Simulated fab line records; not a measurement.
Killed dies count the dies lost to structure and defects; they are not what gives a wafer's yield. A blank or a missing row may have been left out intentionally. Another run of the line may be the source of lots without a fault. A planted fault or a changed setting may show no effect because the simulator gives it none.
Chamber matching + flow sky130 + cmp-01 running SKY_VIA3_CMP_24: 4 sister chambers
The step polishes, stops on SiO2, t overpolish 20 s, target thk 0 nm. 4 wafers are shown with their chamber, then 8 later ones without.

== WAFERS, EACH WITH ITS CHAMBER ==
| wafer  | chamber | motor-current-A (A) |
|--------|---------|---------------------|
| L798.2 | 0       | 11.4                |
| L809.2 | 3       | 11.3                |
| L809.3 | 2       | 13.0                |
| L812.1 | 1       | 11.5                |

== WAFERS WITH NO CHAMBER GIVEN ==
| wafer  | motor-current-A (A) |
|--------|---------------------|
| L812.5 | 11.0                |
| L812.6 | 11.6                |
| L816.1 | 11.7                |
| L816.3 | 12.3                |
| L816.6 | 11.1                |
| L815.3 | 11.7                |
| L815.4 | 11.8                |
| L815.5 | 11.3                |

== EACH ONE'S CHAMBER ==
| wafer  | from the rows above               | in truth |
|--------|-----------------------------------|----------|
| L812.5 | can't be placed: 3 or 0 or 1      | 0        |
| L812.6 | can't be placed: 1 or 0 or 3      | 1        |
| L816.1 | can't be placed: 1 or 0 or 3      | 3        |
| L816.3 | can't be placed: 2 or 1 or 0 or 3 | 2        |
| L816.6 | can't be placed: 3 or 0 or 1      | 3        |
| L815.3 | can't be placed: 1 or 0 or 3      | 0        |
| L815.4 | can't be placed: 1 or 0 or 3      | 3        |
| L815.5 | can't be placed: 3 or 0 or 1      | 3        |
Correctly placed: 0 of 8. Unplaceable from these rows: 8, with the true chamber sitting among the candidates in 8. Wrongly placed: 0.
How it was worked out, from the rows above alone: a wafer's distance from a chamber is the root of the sum, over the readings, of the square of ((its reading less the chamber's mean) divided by the reading's scatter). The wafer belongs to the nearest chamber; if the next one is less than 2 further off, it can't be placed. A chamber's mean is the mean of its shown wafers. The scatter: root of mean squared gap, hidden wafer to nearest shown wafer, with one shown wafer a chamber.
